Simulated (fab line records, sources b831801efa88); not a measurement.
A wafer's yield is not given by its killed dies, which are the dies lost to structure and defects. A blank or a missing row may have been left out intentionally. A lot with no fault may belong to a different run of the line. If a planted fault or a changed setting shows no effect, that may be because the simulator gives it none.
A struck lot beside a sound one + flow sky130 + 16 steps out of a route of 708
Sound: the wafers L631.4, L631.5, L631.6. Struck: wafer L643.6. (L643.3, L643.5 of the same lot were not struck and are left out.) The cause comes at the end.
For every step that has rows: the tool of each side, followed by ch and its chambers, followed by its first start. Under that, the readings that differ: sound wafers + struck wafers + difference of the means + sigmas: that difference in standard deviations of wafers without a fault.
alike: readings with means less than 2 such deviations apart, plus words and numbers identical on both sides. not compared: withheld readings, readings lacking a value on some wafer, bounds such as >300 that could conceal the same value, and numbers that have no deviation in the record and whose values overlap.
Wherever a step has rows on one side only, a row that says differs or no value, or a row with sigmas, the two part there. When numbers do not overlap yet have no deviation, they are printed without sigmas and do not part them. A reading missing from all wafers of one side parts the sides only when that side holds two or more wafers.

SKY_NWELL_OVL_MEAS_10:
  struck on overlay-01, day 8 17:55; sound on overlay-02, day 5 15:17
  alike: NWELL_00_OVL
then, 3 steps without rows for these wafers: SKY_NWELL_IMPLANT_11; SKY_NWELL_IMPLANT_12; SKY_NWELL_IMPLANT_13.
SKY_NWELL_STRIP_14: strips in O2/N2.
  sound on plasma asher-02 ch 0,1, day 5 15:47; struck on plasma asher-02 ch 0, day 8 18:26
  alike: drypump motor current A, n2 flow sccm, oes product au, strip time to endpoint s
  not compared: rf hours counter h
SKY_NWELL_TW_MEAS_15:
  struck on film metro-04, day 8 18:31; sound on film metro-04, day 5 15:53
  alike: NWELL_TW
then, 6 steps without rows for these wafers: SKY_NWELL_DEHYDRATE_16 (time 60 s); SKY_NWELL_HMDS_17 (prime time 60 s); SKY_NWELL_COAT_18 (resist thk 3000 nm); SKY_NWELL_SOFTBAKE_19; SKY_NWELL_EXPOSE_20 (exposes mask NWM COMPLEMENT, target cd 840 nm); SKY_NWELL_PEB_21.
SKY_NWELL_DEVELOP_22: develop time 60 s.
  sound on litho track-04 ch 0, day 6 10:00; struck on litho track-03 ch 0, day 9 15:00
  alike: developer temp C
SKY_NWELL_OVL_MEAS_23:
  struck on overlay-02, day 9 15:32; sound on overlay-02, day 6 10:11
  not compared: NWELL_01_OVL
then, 1 step without rows for these wafers: SKY_NWELL_IMPLANT_24.
-- the record jumps here: 40 days lie between the struck wafers' starts before and after (it left off in module NWELL and takes up again in module PAD_OPEN, whose first step shown is number 708 of the route) --
SKY_PAD_OPEN_PROBE_99:
  struck on prober-01, day 50 00:56; sound on prober-01, day 47 03:46
| reading             | sound     | struck | difference | sigmas |
|---------------------|-----------|--------|------------|--------|
| killed at front end | 10 14 24  | 407    | +391       | +85    |
| killed dies         | 84 109 99 | 492    | +395       | +40    |
| killed on rim       | 16 17 17  | 96     | +79        | +22    |
  alike: killed_at_M0_to_M3, killed_at_M4_up, killed at contacts, killed at other, killed open, killed short

== WHERE THEY PART ==
Within this record, at SKY_PAD_OPEN_PROBE_99 only.

WHY: whatever the simulator had introduced
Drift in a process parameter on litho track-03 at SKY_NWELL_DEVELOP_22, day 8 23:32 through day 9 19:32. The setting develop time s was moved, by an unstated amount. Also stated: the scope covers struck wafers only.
